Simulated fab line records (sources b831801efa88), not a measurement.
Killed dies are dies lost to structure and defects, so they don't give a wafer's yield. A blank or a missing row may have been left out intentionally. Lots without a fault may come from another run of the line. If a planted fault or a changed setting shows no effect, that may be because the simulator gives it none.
Comparing a struck lot with a sound one | flow sky130 | 15 steps out of a route of 708
Sound: wafers L622.1, L622.4, L622.5. Struck: wafers L636.3, L636.6 (left out: L636.4, a lot-mate that was not struck); the cause follows at the end.
Each step with rows lists, per side, the tool, then ch with its chambers, then its first start. Under that, the readings that differ: sound wafers | struck wafers | difference of the means | sigmas: that difference in standard deviations of wafers without a fault.
alike: a reading whose means differ by less than 2 such deviations, as well as words and numbers matching on both sides. not compared: withheld readings; readings where some wafer has no value; bounds like >300 that might hide an equal value; numbers whose values overlap and for which the record gives no deviation.
The two part at a step that has a row with sigmas, a row that says differs or no value, or rows on one side only. Numbers that have no deviation but don't overlap get no sigmas and don't part them. A reading missing from all wafers of one side parts the sides only when that side holds two or more wafers.

SKY_CONTACT_CMP_27: polishes, stops on SiO2, t overpolish 15 s, target thk 0 nm.
  sound on cmp-02 ch 1,2, day 31 10:50; struck on cmp-02 ch 0,2, day 37 01:19
  alike: motor-current-A, overpolish-run-s, time-to-endpoint-s
SKY_METAL1_SPUTTER_00: material Ti, target thk 15 nm, time 10 s.
  struck on pvd-sputter-03, day 37 01:37; sound on pvd-sputter-03, day 31 11:08
  alike: throttle-valve-pct
then, 1 step without rows for these wafers: SKY_METAL1_SPUTTER_01 (material TiN, target thk 20 nm, time 16.7 s).
SKY_METAL1_SPUTTER_02: material AlCu, target thk 250 nm, time 13.3 s.
  struck on pvd-sputter-03, day 37 01:40; sound on pvd-sputter-03, day 31 11:11
  alike: throttle-valve-pct
SKY_METAL1_SPUTTER_03: material Ti, target thk 5 nm, time 3.3 s.
  struck on pvd-sputter-03, day 37 01:41; sound on pvd-sputter-03, day 31 11:12
  alike: throttle-valve-pct
SKY_METAL1_SPUTTER_04: material TiN, target thk 70 nm, time 58.3 s.
  struck on pvd-sputter-03, day 37 01:43; sound on pvd-sputter-03, day 31 11:13
  alike: throttle-valve-pct
SKY_METAL1_RS_MEAS_05: a four-point-probe measurement.
  struck on film-metro-03, day 37 01:48; sound on film-metro-01, day 31 11:16
  alike: METAL1_ALCU_RS
SKY_METAL1_THK_MEAS_06: measures by xrf.
  struck on film-metro-03, day 37 01:54; sound on film-metro-01, day 31 11:23
  alike: METAL1_ALCU_THK
then, 4 steps without rows for these wafers: SKY_METAL1_DEHYDRATE_07 (time 60 s); SKY_METAL1_HMDS_08 (prime time 60 s); SKY_METAL1_COAT_09 (resist thk 60 nm); SKY_METAL1_COAT_10 (resist thk 450 nm).
SKY_METAL1_SOFTBAKE_11: time 90 s.
  sound on litho-track-02 ch 0, day 32 01:00; struck on litho-track-02 ch 0, day 37 14:00
  reading          | sound                | struck        | difference | sigmas
  run-length-s (s) | 118.92 118.75 118.86 | 125.46 125.47 | +6.62      | +24
then, 1 step without rows for these wafers: SKY_METAL1_EXPOSE_12 (exposes mask MM1, target cd 140 nm).
-- the record jumps here: 12 days lie between the struck wafers' starts before and after (it left off in module METAL1 and takes up again in module PAD_OPEN, whose first step shown is number 708 of the route) --
SKY_PAD_OPEN_PROBE_99:
  struck on prober-02, day 50 00:01; sound on prober-02, day 45 08:12
  alike: defect-limited-yield, killed_at_M0_to_M3, killed_at_M4_up, killed-at-contacts, killed-at-front-end, killed-at-other, killed-dies, killed-open, killed-short, sort_bin_3_pad_short, sort_bin_5_function, sort_bin_6_memory, sort-n-pass, sort-yield-pct

== WHERE THEY PART ==
At SKY_METAL1_SOFTBAKE_11 and nowhere else, as far as this record goes. Later steps at which nothing parts them and some readings are alike: SKY_PAD_OPEN_PROBE_99.

WHY: what the simulator had put in
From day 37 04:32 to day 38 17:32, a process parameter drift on litho-track-02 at SKY_METAL1_SOFTBAKE_11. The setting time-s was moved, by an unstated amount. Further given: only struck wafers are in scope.
